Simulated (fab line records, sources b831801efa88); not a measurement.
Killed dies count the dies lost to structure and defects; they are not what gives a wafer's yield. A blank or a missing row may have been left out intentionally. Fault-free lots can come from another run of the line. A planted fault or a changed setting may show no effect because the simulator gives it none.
A lot that was struck, set against a sound lot :: flow gf180mcu :: 16 out of 602 route steps
Sound: these wafers, L881.3, L881.4, L881.6. The struck wafers were L891.2, L891.5, L891.6. The cause is given at the end.
Each step with rows lists, per side, the tool, then ch with its chambers, then its first start. Under that, the readings that differ: sound wafers :: struck wafers :: difference of the means :: sigmas: that difference in standard deviations of wafers without a fault.
alike: same words and numbers on both sides, and readings whose means sit less than 2 such deviations apart. not compared: any withheld reading, any reading some wafer has no value for, any bound like >300 that may hide the same value, and any number with overlapping values for which the record gives no deviation.
A row with sigmas, a row that says differs or no value, or rows on one side alone: a step with any of these is where the two part. When numbers do not overlap yet have no deviation, they are printed without sigmas and do not part them. A reading that every wafer of one side lacks parts them only if that side has two wafers or more.

first, 3 steps without rows for these wafers: GF_V5_EXPOSE_11 (exposes mask Via5, target cd 260 nm); GF_V5_PEB_12 (peb time 90 s); GF_V5_DEVELOP_13 (develop time 60 s).
GF_V5_CD_MEAS_14 targets a cd of 260 nm.
  sound on cd-sem-01, day 28 07:01; struck on cd-sem-01, day 31 02:23
  alike: cd-nm
GF_V5_OVL_MEAS_15:
  sound on overlay-01, day 28 07:07; struck on overlay-01, day 31 02:30
  alike: V5_OVL
GF_V5_ETCH_16: etches BARC in N2/H2.
  sound on rie-diel-01 ch 0,3, day 28 07:08; struck on rie-diel-03 ch 2,3, day 31 02:32
  alike: drypump-motor-current-A, oes-product-au, throttle-valve-pct
GF_V5_ETCH_17: etches SiO2 in C4F8/O2/Ar, stops on TiN, target depth 855 nm.
  sound: rie-diel-01 ch 0,3; struck: rie-diel-03 ch 2,3
reading: oes-product-au (a.u.)
sound: 0.853 0.851 0.859
struck: 0.864 0.867 0.869
difference: +0.012
sigmas: +3
GF_V5_STRIP_18: strips in O2/N2.
  sound on plasma-asher-01 ch 0,1, day 28 07:19; struck on plasma-asher-03 ch 0,1, day 31 02:41
  alike: drypump-motor-current-A, heater-power-w, oes-product-au
  not compared: rf-hours-counter-h
then, 2 steps without rows for these wafers: GF_V5_STRIP_19 (strips in post etch residue remover, time 1200 s); GF_V5_CLEAN_20 (cleans in DIW).
GF_V5_SPUTTER_21: material Ti, target thk 15 nm, time 80.02 s.
  sound on pvd-sputter-01, day 28 07:49; struck on pvd-sputter-02, day 31 03:13
  alike: substrate-temp-c, throttle-valve-pct
GF_V5_SPUTTER_22: material TiN, target thk 10 nm, time 40 s.
  sound on pvd-sputter-01, day 28 07:53; struck on pvd-sputter-02, day 31 03:17
  alike: throttle-valve-pct
GF_V5_CVD_23: deposits W, target thk 350 nm, time 104.9 s.
  sound on cvd-w-02 ch 0,1, day 28 07:57; struck on cvd-w-02 ch 0, day 31 03:21
  no value came back on the struck wafers for chamber-pressure-Torr (Torr), heater-power-outer-w (W), heater-power-w (W), time-s (s); on the sound wafers chamber-pressure-Torr (Torr) reads 39.85 39.98 40.03
  not compared: since-wet-clean-h
GF_V5_RS_MEAS_24: measures by four-point-probe.
  sound on film-metro-03, day 28 08:04; struck on film-metro-01, day 31 03:34
reading: V5_W_RS (ohm/sq)
sound: 0.333 0.335 0.334
struck: 44.238 44.022 43.853
difference: +43.704
sigmas: +99 or more
GF_V5_THK_MEAS_25: measures by xrf.
  sound on film-metro-03, day 28 08:10; struck on film-metro-01, day 31 03:40
  not compared: V5_W_THK
GF_V5_CMP_26: polishes, stops on SiO2, t overpolish 15 s, target thk 0 nm.
  sound on cmp-02 ch 1,2, day 28 08:17; struck on cmp-02 ch 2,3, day 31 03:46
reading: time-to-endpoint-s (s)
sound: 80.3 82.2 83.1
struck: 0.0 0.9 1.5
difference: -81.1
sigmas: -30
  alike: motor-current-A

## WHERE THEY PART
At GF_V5_ETCH_17 first; at GF_V5_CMP_26 last (within this record only).

WHY: what had been put in by the simulator
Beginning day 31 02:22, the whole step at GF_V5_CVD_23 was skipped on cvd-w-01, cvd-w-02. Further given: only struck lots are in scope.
